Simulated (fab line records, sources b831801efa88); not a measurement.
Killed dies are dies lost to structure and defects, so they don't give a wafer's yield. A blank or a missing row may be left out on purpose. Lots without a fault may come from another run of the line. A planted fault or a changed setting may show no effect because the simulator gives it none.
fab line records | flow sky130
record lots=13 wafers=39 last_day=50
route steps=708 shown FIELD_ISO@16 PWDE@55 PAD_OPEN@708
lots that met no fault: from a run of the same line without faults
start_h: hours from the record's first day to the start of the lot's first wafer shown | wait_h: hours since the lot's step before | " the same as in the row above | L1.1+2: a row that stands for several wafers | - no value, or no start given | * or withheld: withheld | < > ~ a bound
route shown NAME@n: a module of which the file shows steps, and the number in the route of the first | usual: mean/standard deviation of fault-free wafers | same: alike in all rows | chamber/n: place in a boat | sites: the reading at each site | _std_site: their standard deviation | _edge_site: outer sites' mean less inner sites' | radius_mm: how far each site lies from the wafer's centre | mask NAME#n: copy n | behind: the tool/chamber that last shaped the wafer | hold: why the lot was held/for how many hours/how that ended | device: the transistor (n, p or np) that didn't switch | end of line: the same wafers' tests at the end of the route | a step without rows: its recipe alone | killed: dies lost to structure and defects at the first sort, not the wafer's yield | map: a wafer's dies, x killed, . not, _ none there
set.NAME: the setting as run; set.NAME@STEP: as run at that earlier step | model.NAME: the simulator's own value behind a step, which no gauge read
steps of the route over a sample of lots; a table a step, a row a wafer
services: from which hour (start_h, from the record's first day; less than 0 if before it) a tool's chamber was out of use, for how many hours, and why
## steps
# step SKY_FIELD_ISO_ETCH_15
# recipe chemistry=CHF3/O2 target_depth_nm=180 stop_on=Si source_w=600 bias_w=200 pressure_mtorr=40 chf3_flow_sccm=50 O2_flow_sccm=5 time_s=72
# usual drypump_motor_current_A=5.8/0.45 oes_product_au=0.941/0.0087 throttle_valve_pct=8.841/0.01
# columns lot.wafer tool chamber start_h wait_h drypump_motor_current_A oes_product_au rf_hours_counter_h throttle_valve_pct
L772.3 rie_diel-01 3 30.04 0.0 6.1 0.935 134 8.846
L772.4 " 0 " " 6.2 0.939 5 8.843
L772.5 " 1 " " 6.2 0.928 - 8.848
L773.3 rie_diel-03 2 34.63 0.0 5.4 0.957 167 8.832
L773.5 " 2 " " 5.4 0.960 - 8.864
L773.6 " 3 " " 5.7 0.963 - 8.843
L774.2 rie_diel-04 0 38.37 0.0 5.1 0.938 60 8.849
L774.4 " 2 " " 5.9 0.941 12 8.850
L774.5 " 0 " " 5.1 0.942 - 8.847
L775.4 rie_diel-03 2 43.98 0.0 5.4 0.961 167 8.825
L775.5 " 2 " " 5.4 0.953 - 8.846
L775.6 " 3 " " 5.7 0.945 - 8.837
L776.1 rie_diel-04 3 51.54 0.0 6.4 0.936 89 8.847
L776.3 " 0 " " 5.0 0.948 60 8.847
L776.6 " 1 " " 5.9 0.943 - 8.839
L778.1 rie_diel-04 3 59.17 0.0 6.4 0.951 89 8.867
L778.3 " 1 " " 5.9 0.952 43 8.841
L778.5 " 0 " " 5.0 0.946 - 8.845
L779.2 rie_diel-04 3 64.07 0.0 6.4 0.946 89 8.839
L779.3 " 1 " " 5.9 0.945 43 8.850
L779.6 " 1 " " 5.9 0.940 - 8.853
L785.1 rie_diel-03 0 96.63 0.0 6.1 0.946 125 8.846
L785.2 " 1 " " 5.9 0.938 131 8.840
L785.6 " 3 " " 5.7 0.933 - 8.824
L790.1 rie_diel-04 1 124.12 0.0 5.9 0.924 44 8.844
L790.3 " 0 " " 5.1 0.931 61 8.841
L790.5 " 3 " " 6.4 0.934 - 8.823
L792.2 rie_diel-01 0 132.32 0.0 6.2 0.927 7 8.845
L792.3 " 3 " " 6.1 0.929 137 8.849
L792.5 " 0 " " 6.2 0.934 - 8.841
L793.2 rie_diel-03 0 138.17 0.0 6.1 0.935 126 8.853
L793.5 " 2 " " 5.4 0.933 - 8.846
L793.6 " 3 " " 5.7 0.926 - 8.847
L794.1 rie_diel-04 3 145.67 0.0 6.4 0.928 90 8.825
L794.2 " 0 " " 5.1 0.935 62 8.846
L794.5 " 2 " " 5.9 0.939 - 8.845
L795.2 rie_diel-03 2 148.78 0.0 5.3 0.940 1 8.835
L795.3 " 0 " " 6.1 0.944 126 8.834
L795.6 " 1 " " 5.9 0.936 - 8.841
# step SKY_FIELD_ISO_THK_MEAS_25
# recipe reads=SiO2_of_FIELD_ISO_CVD_24
# usual FIELD_ISO_CVD_24_THK=594/7
# columns lot.wafer tool chamber start_h wait_h FIELD_ISO_CVD_24_THK[nm]
L772.3 film_metro-03 - 32.80 0.1 581
L772.4 " - " " 581
L772.5 " - " " 579
L773.3 film_metro-02 - 38.00 0.1 583
L773.5 " - " " 581
L773.6 " - " " 588
L774.2 film_metro-01 - 40.18 0.0 596
L774.4 " - " " 595
L774.5 " - " " 595
L775.4 film_metro-01 - 45.83 0.0 601
L775.5 " - " " 602
L775.6 " - " " 602
L776.1 film_metro-01 - 53.36 0.0 591
L776.3 " - " " 583
L776.6 " - " " 588
L778.1 film_metro-02 - 61.02 0.1 579
L778.3 " - " " 582
L778.5 " - " " 586
L779.2 film_metro-02 - 65.94 0.1 585
L779.3 " - " " 590
L779.6 " - " " 593
L785.1 film_metro-02 - 99.20 0.0 592
L785.2 " - " " 590
L785.6 " - " " 592
L790.1 film_metro-03 - 127.00 0.0 595
L790.3 " - " " 585
L790.5 " - " " 592
L792.2 film_metro-01 - 136.00 0.0 589
L792.3 " - " " 598
L792.5 " - " " 585
L793.2 film_metro-03 - 140.03 0.0 607
L793.5 " - " " 602
L793.6 " - " " 603
L794.1 film_metro-01 - 147.93 0.0 593
L794.2 " - " " 592
L794.5 " - " " 596
L795.2 film_metro-03 - 150.64 0.0 590
L795.3 " - " " 595
L795.6 " - " " 596
# step SKY_FIELD_ISO_WET_ETCH_30
# recipe chemistry=dHF target_depth_nm=25 target=SiO2 dilution=10:1 temp_c=25 time_s=50
# usual bath_heat_duty_pct=5.8/0.71 temp_c=24.98/0.1
# columns lot.wafer tool chamber start_h wait_h bath_heat_duty_pct temp_c
L772.3 wet_bench-04 0 36.10 0.0 6.1 25.05
L772.4 " 0 " " 6.5 25.00
L772.5 " 0 " " 6.9 25.02
L773.3 wet_bench-02 0 40.38 0.0 4.2 24.95
L773.5 " 0 " " 6.0 24.97
L773.6 " 0 " " 7.0 24.94
L774.2 wet_bench-02 0 42.57 0.0 5.4 24.95
L774.4 " 0 " " 5.7 25.11
L774.5 " 0 " " 6.2 25.03
L775.4 wet_bench-04 0 48.20 0.0 5.5 24.95
L775.5 " 0 " " 6.1 25.07
L775.6 " 0 " " 4.2 25.04
L776.1 wet_bench-01 0 55.80 0.0 6.0 25.05
L776.3 " 0 " " 5.8 25.19
L776.6 " 0 " " 6.3 25.01
L778.1 wet_bench-02 1 63.84 0.0 30.6 42.07
L778.3 " 1 " " 33.7 42.15
L778.5 " 1 " " 29.4 42.22
L779.2 wet_bench-02 0 69.20 0.0 27.1 42.23
L779.3 " 0 " " 29.1 42.26
L779.6 " 0 " " 27.4 42.25
L785.1 wet_bench-01 0 101.59 0.0 6.1 25.28
L785.2 " 0 " " 5.9 25.14
L785.6 " 0 " " 5.3 25.12
L790.1 wet_bench-01 1 130.62 0.0 5.9 25.17
L790.3 " 1 " " 6.7 25.00
L790.5 " 1 " " 5.7 25.00
L792.2 wet_bench-01 0 140.95 0.0 6.0 24.85
L792.3 " 0 " " 5.8 24.76
L792.5 " 0 " " 5.5 24.89
L793.2 wet_bench-04 2 142.46 0.0 7.1 24.87
L793.5 " 2 " " 6.3 24.93
L793.6 " 2 " " 5.7 24.97
L794.1 wet_bench-01 2 150.53 0.0 6.4 25.01
L794.2 " 2 " " 6.4 24.84
L794.5 " 2 " " 6.4 25.09
L795.2 wet_bench-02 0 155.74 0.0 5.1 25.11
L795.3 " 0 " " 5.2 25.15
L795.6 " 0 " " 5.6 25.19
# step SKY_PWDE_TW_MEAS_10
# usual PWDE_TW=372.7/1.6
# columns lot.wafer tool chamber start_h wait_h PWDE_TW
L772.3 film_metro-03 - 70.86 0.1 370.1
L772.4 " - " " 373.1
L772.5 " - " " 372.9
L773.3 film_metro-02 - 75.77 0.1 369.3
L773.5 " - " " 370.5
L773.6 " - " " 370.7
L774.2 film_metro-02 - 76.98 0.1 372.0
L774.4 " - " " 372.0
L774.5 " - " " 371.6
L775.4 film_metro-03 - 81.95 0.1 372.3
L775.5 " - " " 372.1
L775.6 " - " " 371.6
L776.1 film_metro-02 - 92.40 0.1 371.6
L776.3 " - " " 371.1
L776.6 " - " " 371.9
L778.1 film_metro-04 - 99.19 0.1 373.2
L778.3 " - " " 371.1
L778.5 " - " " 371.1
L779.2 film_metro-04 - 105.90 0.1 374.9
L779.3 " - " " 372.9
L779.6 " - " " 374.2
L785.1 film_metro-04 - 141.99 0.1 370.7
L785.2 " - " " 373.5
L785.6 " - " " 371.6
L790.1 film_metro-03 - 173.09 0.1 374.4
L790.3 " - " " 374.7
L790.5 " - " " 373.4
L792.2 film_metro-04 - 183.96 0.1 373.7
L792.3 " - " " 373.2
L792.5 " - " " 373.8
L793.2 film_metro-03 - 185.98 0.1 375.0
L793.5 " - " " 372.2
L793.6 " - " " 373.0
L794.1 film_metro-04 - 195.09 0.1 373.0
L794.2 " - " " 372.7
L794.5 " - " " 371.8
L795.2 film_metro-03 - 199.83 0.1 374.0
L795.3 " - " " 373.4
L795.6 " - " " 375.7
# step SKY_PAD_OPEN_PROBE_99
# usual killed_at_M0_to_M3=43/6.3 killed_at_M4_up=3.1/1.9 killed_at_contacts=24/5.1 killed_at_front_end=14/4.3 killed_at_other=0.3/0.53 killed_dies=85/8.8 killed_open=46/7.1 killed_short=38/5.9
# same gross_dies=492 killed_at_back_side=0
# columns lot.wafer tool chamber start_h wait_h killed_at_M0_to_M3 killed_at_M4_up killed_at_contacts killed_at_front_end killed_at_other killed_dies killed_open killed_short
L772.3 prober-01 - 1073.93 0.2 39 1 22 10 1 73 40 33
L772.4 prober-01 - 1073.98 0.2 46 2 26 18 0 92 54 38
L772.5 prober-01 - 1074.03 0.2 47 4 23 9 0 83 56 25
L773.3 prober-02 - 1078.88 0.2 47 5 20 13 0 85 51 34
L773.5 prober-02 - 1078.98 0.2 32 4 26 14 0 76 42 34
L773.6 prober-02 - 1079.03 0.2 38 3 24 12 1 78 37 41
L774.2 prober-01 - 1082.82 0.1 49 3 20 14 0 86 52 34
L774.4 prober-01 - 1082.92 0.2 45 6 18 13 0 82 47 35
L774.5 prober-01 - 1082.97 0.2 40 7 25 12 0 84 45 39
L775.4 prober-02 - 1087.70 0.2 46 4 27 14 1 92 51 40
L775.5 prober-02 - 1087.75 0.2 38 5 23 19 0 85 44 41
L775.6 prober-02 - 1087.80 0.2 42 4 20 9 1 76 35 40
L776.1 prober-01 - 1100.68 0.1 37 5 29 21 0 92 52 40
L776.3 prober-01 - 1100.78 0.2 41 7 18 8 0 74 36 38
L776.6 prober-01 - 1100.93 0.2 39 0 26 15 0 80 37 43
L778.1 prober-01 - 1108.44 0.1 32 2 18 10 1 63 40 23
L778.3 prober-01 - 1108.54 0.2 38 1 26 11 0 76 47 29
L778.5 prober-01 - 1108.64 0.2 41 1 19 16 0 77 38 39
L779.2 prober-02 - 1118.52 0.1 43 4 26 9 0 82 47 35
L779.3 prober-02 - 1118.57 0.2 49 4 33 14 0 100 60 40
L779.6 prober-02 - 1118.72 0.2 55 3 14 16 0 88 50 38
L785.1 prober-02 - 1148.38 0.1 48 2 24 11 0 85 45 38
L785.2 prober-02 - 1148.43 0.1 42 1 27 8 0 78 30 47
L785.6 prober-02 - 1148.63 0.2 36 5 22 19 0 82 55 27
L790.1 prober-01 - 1179.32 0.1 44 4 13 10 0 71 36 35
L790.3 prober-01 - 1179.42 0.2 40 3 25 16 0 84 40 44
L790.5 prober-01 - 1179.52 0.2 33 3 24 17 0 77 45 32
L792.2 prober-01 - 1186.45 0.1 28 10 23 14 0 75 35 39
L792.3 prober-01 - 1186.50 0.2 51 2 25 17 0 95 54 40
L792.5 prober-01 - 1186.60 0.2 55 3 24 14 1 97 52 44
L793.2 prober-02 - 1187.95 0.1 37 3 28 5 1 74 39 34
L793.5 prober-02 - 1188.10 0.2 45 1 32 18 1 97 47 50
L793.6 prober-02 - 1188.15 0.2 43 1 38 8 0 90 46 43
L794.1 prober-02 - 1192.93 0.1 57 2 27 18 1 105 49 56
L794.2 prober-02 - 1192.98 0.1 56 1 27 15 0 99 58 41
L794.5 prober-02 - 1193.13 0.2 32 2 22 16 0 72 43 29
L795.2 prober-01 - 1198.67 0.1 50 2 21 10 0 83 49 34
L795.3 prober-01 - 1198.72 0.2 39 2 22 17 0 80 46 34
L795.6 prober-01 - 1198.87 0.2 46 4 24 17 0 91 51 40
# killed by level:class
L772.3 VIA1:geometric_particle:open=10 CONTACT:geometric_particle:open=7 LI_CONTACT:geometric_particle:open=6 VIA2:geometric_particle:open=6 FIELD_ISO:geometric_particle:short=5 METAL3:geometric_particle:short=5 METAL1:geometric_particle:short=5 CONTACT:geometric_particle:short=4
L772.4 VIA2:geometric_particle:open=9 CONTACT:geometric_particle:open=8 VIA1:geometric_particle:open=8 VIA3:geometric_particle:open=8 LI_CONTACT:geometric_particle:open=7 FIELD_ISO:geometric_particle:open=6 CONTACT:geometric_particle:short=6 METAL1:geometric_particle:short=5
L772.5 VIA1:geometric_particle:open=16 CONTACT:geometric_particle:open=12 VIA3:geometric_particle:open=8 VIA2:geometric_particle:open=5 FIELD_ISO:geometric_particle:open=4 LI_CONTACT:geometric_particle:open=4 METAL1:geometric_particle:short=4 VIA1:geometric_particle:short=4
L773.3 VIA1:geometric_particle:open=13 VIA3:geometric_particle:open=10 LI_CONTACT:geometric_particle:open=8 METAL2:geometric_particle:short=5 CONTACT:geometric_particle:open=5 VIA3:geometric_particle:short=5 FIELD_ISO:geometric_particle:short=4 POLY_GATE:geometric_particle:open=4
L773.5 CONTACT:geometric_particle:open=9 VIA1:geometric_particle:open=9 LI_CONTACT:geometric_particle:open=7 VIA2:geometric_particle:open=5 METAL2:geometric_particle:short=5 FIELD_ISO:geometric_particle:short=4 FIELD_ISO:geometric_particle:open=4 LI_CONTACT:geometric_particle:short=3
L773.6 VIA1:geometric_particle:open=13 CONTACT:geometric_particle:open=7 CONTACT:geometric_particle:short=7 LI_CONTACT:geometric_particle:open=6 POLY_GATE:geometric_particle:short=5 METAL2:geometric_particle:short=5 FIELD_ISO:geometric_particle:short=4 VIA2:geometric_particle:short=4
L774.2 VIA1:geometric_particle:open=12 CONTACT:geometric_particle:open=10 VIA3:geometric_particle:open=7 VIA1:geometric_particle:short=5 VIA2:geometric_particle:open=5 METAL1:geometric_particle:short=5 VIA3:geometric_particle:short=5 FIELD_ISO:geometric_particle:open=4
L774.4 VIA1:geometric_particle:open=12 VIA3:geometric_particle:open=8 CONTACT:geometric_particle:open=6 VIA2:geometric_particle:open=6 METAL3:geometric_particle:short=6 METAL4:geometric_particle:short=5 POLY_GATE:geometric_particle:short=4 LI_CONTACT:geometric_particle:open=4
L774.5 LI_CONTACT:geometric_particle:open=13 VIA1:geometric_particle:open=7 VIA2:geometric_particle:open=7 VIA3:geometric_particle:open=7 CONTACT:geometric_particle:open=6 METAL4:geometric_particle:short=6 CONTACT:geometric_particle:short=5 METAL3:geometric_particle:short=5
L775.4 VIA1:geometric_particle:open=13 CONTACT:geometric_particle:open=10 LOCAL_INTERCONNECT:geometric_particle:short=7 FIELD_ISO:geometric_particle:short=6 LI_CONTACT:geometric_particle:open=6 VIA3:geometric_particle:open=6 VIA1:geometric_particle:short=5 METAL1:geometric_particle:short=5
L775.5 LI_CONTACT:geometric_particle:open=9 VIA3:geometric_particle:open=9 VIA1:geometric_particle:open=8 POLY_GATE:geometric_particle:short=6 METAL1:geometric_particle:short=6 CONTACT:geometric_particle:open=5 VIA2:geometric_particle:open=4 VIA3:geometric_particle:short=4
L775.6 LI_CONTACT:geometric_particle:open=9 METAL1:geometric_particle:short=7 VIA3:geometric_particle:open=6 VIA1:geometric_particle:open=5 VIA2:geometric_particle:short=5 VIA2:geometric_particle:open=5 CONTACT:geometric_particle:short=4 METAL2:geometric_particle:short=4
L776.1 VIA1:geometric_particle:open=9 LI_CONTACT:geometric_particle:open=8 CONTACT:geometric_particle:open=8 VIA3:geometric_particle:open=7 CONTACT:geometric_particle:short=6 POLY_GATE:geometric_particle:open=5 POLY_GATE:geometric_particle:short=5 METAL3:geometric_particle:short=5
L776.3 VIA3:geometric_particle:open=7 VIA2:geometric_particle:open=6 METAL4:geometric_particle:short=6 METAL1:geometric_particle:short=5 VIA1:geometric_particle:open=5 VIA2:geometric_particle:short=4 CONTACT:geometric_particle:open=4 LI_CONTACT:geometric_particle:open=4
L776.6 CONTACT:geometric_particle:short=6 METAL1:geometric_particle:short=6 VIA3:geometric_particle:short=6 LOCAL_INTERCONNECT:geometric_particle:short=5 METAL2:geometric_particle:short=5 VIA2:geometric_particle:open=5 VIA3:geometric_particle:open=5 LI_CONTACT:geometric_particle:short=4
L778.1 LI_CONTACT:geometric_particle:open=10 VIA1:geometric_particle:open=8 VIA3:geometric_particle:open=5 FIELD_ISO:geometric_particle:open=4 VIA2:geometric_particle:open=4 CONTACT:geometric_particle:open=4 METAL2:geometric_particle:short=4 FIELD_ISO:geometric_particle:short=3
L778.3 VIA1:geometric_particle:open=13 LI_CONTACT:geometric_particle:open=7 CONTACT:geometric_particle:open=7 VIA3:geometric_particle:open=6 LI_CONTACT:geometric_particle:short=5 CONTACT:geometric_particle:short=5 FIELD_ISO:geometric_particle:open=4 POLY_GATE:geometric_particle:open=4
L778.5 METAL2:geometric_particle:short=9 LI_CONTACT:geometric_particle:open=7 METAL3:geometric_particle:short=6 CONTACT:geometric_particle:open=6 VIA1:geometric_particle:open=6 METAL1:geometric_particle:short=5 VIA3:geometric_particle:open=5 FIELD_ISO:geometric_particle:short=4
L779.2 CONTACT:geometric_particle:short=8 VIA1:geometric_particle:open=7 VIA2:geometric_particle:open=7 VIA3:geometric_particle:open=7 LI_CONTACT:geometric_particle:open=6 CONTACT:geometric_particle:open=6 LOCAL_INTERCONNECT:geometric_particle:short=5 VIA1:geometric_particle:short=5
L779.3 CONTACT:geometric_particle:open=12 VIA1:geometric_particle:open=11 VIA2:geometric_particle:open=10 LI_CONTACT:geometric_particle:open=8 VIA1:geometric_particle:short=7 LOCAL_INTERCONNECT:geometric_particle:short=6 METAL2:geometric_particle:short=6 VIA3:geometric_particle:open=4
L779.6 VIA1:geometric_particle:open=19 VIA1:geometric_particle:short=8 METAL1:geometric_particle:short=8 METAL2:geometric_particle:short=7 FIELD_ISO:geometric_particle:open=6 VIA2:geometric_particle:open=6 LI_CONTACT:geometric_particle:open=5 CONTACT:geometric_particle:open=4
L785.1 CONTACT:geometric_particle:open=12 VIA1:geometric_particle:open=9 VIA1:geometric_particle:short=7 METAL1:geometric_particle:short=6 METAL2:geometric_particle:short=6 VIA2:geometric_particle:open=6 LI_CONTACT:geometric_particle:open=5 FIELD_ISO:geometric_particle:open=4
L785.2 LI_CONTACT:geometric_particle:open=8 METAL2:geometric_particle:short=8 CONTACT:geometric_particle:open=7 VIA1:geometric_particle:open=7 VIA1:geometric_particle:short=6 METAL1:geometric_particle:short=6 LI_CONTACT:geometric_particle:short=5 LOCAL_INTERCONNECT:geometric_particle:short=4
L785.6 VIA1:geometric_particle:open=12 CONTACT:geometric_particle:open=11 VIA2:geometric_particle:open=7 FIELD_ISO:geometric_particle:open=6 LI_CONTACT:geometric_particle:open=6 METAL2:geometric_particle:short=5 POLY_GATE:geometric_particle:short=4 POLY_GATE:geometric_particle:open=4
L790.1 VIA1:geometric_particle:open=7 METAL2:geometric_particle:short=7 METAL1:geometric_particle:short=7 VIA1:geometric_particle:short=5 VIA3:geometric_particle:open=5 LOCAL_INTERCONNECT:geometric_particle:short=4 FIELD_ISO:geometric_particle:open=3 LI_CONTACT:geometric_particle:open=3
L790.3 CONTACT:geometric_particle:open=9 FIELD_ISO:geometric_particle:short=7 VIA1:geometric_particle:open=7 LI_CONTACT:geometric_particle:open=7 VIA1:geometric_particle:short=7 VIA3:geometric_particle:open=6 POLY_GATE:geometric_particle:short=5 VIA2:geometric_particle:open=5
L790.5 CONTACT:geometric_particle:open=11 VIA2:geometric_particle:open=7 VIA1:geometric_particle:open=6 FIELD_ISO:geometric_particle:open=4 FIELD_ISO:geometric_particle:short=4 LI_CONTACT:geometric_particle:open=4 VIA3:geometric_particle:open=4 METAL2:geometric_particle:short=4
L792.2 CONTACT:geometric_particle:open=12 METAL4:geometric_particle:short=8 VIA1:geometric_particle:short=6 POLY_GATE:geometric_particle:open=4 CONTACT:geometric_particle:short=4 VIA1:geometric_particle:open=4 VIA2:geometric_particle:open=4 VIA3:geometric_particle:short=4
L792.3 METAL1:geometric_particle:short=11 LI_CONTACT:geometric_particle:open=11 CONTACT:geometric_particle:open=10 VIA1:geometric_particle:open=9 VIA2:geometric_particle:open=6 FIELD_ISO:geometric_particle:short=5 VIA3:geometric_particle:open=5 VIA3:geometric_particle:short=5
L792.5 VIA1:geometric_particle:open=10 VIA3:geometric_particle:open=9 VIA1:geometric_particle:short=9 LI_CONTACT:geometric_particle:open=7 VIA2:geometric_particle:open=7 FIELD_ISO:geometric_particle:open=6 CONTACT:geometric_particle:short=5 METAL1:geometric_particle:short=5
L793.2 CONTACT:geometric_particle:open=10 CONTACT:geometric_particle:short=9 VIA3:geometric_particle:open=7 VIA2:geometric_particle:open=6 LI_CONTACT:geometric_particle:open=5 VIA1:geometric_particle:short=5 VIA1:geometric_particle:open=5 METAL1:geometric_particle:short=3
L793.5 CONTACT:geometric_particle:open=11 VIA3:geometric_particle:open=8 VIA1:geometric_particle:open=8 CONTACT:geometric_particle:short=8 VIA1:geometric_particle:short=8 FIELD_ISO:geometric_particle:short=6 LI_CONTACT:geometric_particle:open=6 VIA2:geometric_particle:open=6
L793.6 CONTACT:geometric_particle:open=12 LI_CONTACT:geometric_particle:open=11 VIA1:geometric_particle:open=10 METAL2:geometric_particle:short=9 LOCAL_INTERCONNECT:geometric_particle:short=6 VIA2:geometric_particle:open=5 LI_CONTACT:geometric_particle:short=4 CONTACT:geometric_particle:short=4
L794.1 CONTACT:geometric_particle:open=10 VIA2:geometric_particle:open=10 VIA2:geometric_particle:short=9 METAL2:geometric_particle:short=8 VIA3:geometric_particle:open=7 VIA1:geometric_particle:open=7 VIA1:geometric_particle:short=7 LOCAL_INTERCONNECT:geometric_particle:short=6
L794.2 CONTACT:geometric_particle:open=14 VIA1:geometric_particle:open=14 METAL2:geometric_particle:short=11 METAL1:geometric_particle:short=8 LI_CONTACT:geometric_particle:open=8 VIA1:geometric_particle:short=6 POLY_GATE:geometric_particle:open=5 VIA2:geometric_particle:open=5
L794.5 CONTACT:geometric_particle:open=7 LI_CONTACT:geometric_particle:open=6 METAL1:geometric_particle:short=6 VIA1:geometric_particle:open=6 VIA3:geometric_particle:open=6 POLY_GATE:geometric_particle:open=5 FIELD_ISO:geometric_particle:short=4 LOCAL_INTERCONNECT:geometric_particle:short=4
L795.2 VIA2:geometric_particle:open=10 VIA3:geometric_particle:open=10 VIA1:geometric_particle:open=9 CONTACT:geometric_particle:open=9 VIA2:geometric_particle:short=6 LI_CONTACT:geometric_particle:short=4 METAL2:geometric_particle:short=4 FIELD_ISO:geometric_particle:open=3
L795.3 VIA1:geometric_particle:open=7 CONTACT:geometric_particle:open=7 VIA3:geometric_particle:open=7 VIA2:geometric_particle:open=7 LI_CONTACT:geometric_particle:open=5 METAL2:geometric_particle:short=5 CONTACT:geometric_particle:short=5 FIELD_ISO:geometric_particle:short=4
L795.6 VIA3:geometric_particle:open=13 LI_CONTACT:geometric_particle:open=7 CONTACT:geometric_particle:open=7 VIA2:geometric_particle:open=7 VIA1:geometric_particle:open=6 METAL1:geometric_particle:short=6 LOCAL_INTERCONNECT:geometric_particle:short=5 FIELD_ISO:geometric_particle:open=4
## services
# columns tool chamber start_h hours kind
rie_diel-04 2 15.89 6.8 repair
rie_diel-04 - 18.87 16.4 repair
rie_diel-03 1 24.94 7.7 repair
rie_diel-01 2 32.17 - clean
rie_diel-01 2 32.17 15.2 scheduled_down
rie_diel-01 2 32.17 15.2 vent_cycle
rie_diel-03 2 58.52 12.5 repair
rie_diel-01 0 89.55 3.3 repair
rie_diel-03 2 90.50 - clean
rie_diel-03 2 90.50 19.8 scheduled_down
rie_diel-03 2 90.50 19.8 vent_cycle
rie_diel-03 - 106.27 4.3 pm
rie_diel-01 - 111.94 2.8 pm
## key
first_sign step=SKY_FIELD_ISO_WET_ETCH_30 reading=temp_c direction=up sigmas=99+ usual=* struck=*
effect step=SKY_FIELD_ISO_WET_ETCH_30 reading=bath_heat_duty_pct direction=up sigmas=33 usual=5.8 struck=29.6
met_at SKY_FIELD_ISO_WET_ETCH_30
struck_lots L778,L779
tester_left_out L778,L779
not_acting_at SKY_FIELD_ISO_ETCH_15,SKY_FIELD_ISO_THK_MEAS_25,SKY_PWDE_TW_MEAS_10
onset_between 42.57 63.84
fault kind=process_parameter_drift tool=wet_bench-02 chamber=- onset_h=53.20 steps=SKY_FIELD_ISO_WET_ETCH_30 channel=temp_c offset=* shape=step end_h=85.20 acts_in=* stated=*
# tester_left_out: of these lots the tester's yield and bins aren't shown, on N5 and GAA mostly nor the transistor test; their killed dies are dies lost to structure and defects alone, not to doping, threshold or leakage, so they don't give the yield
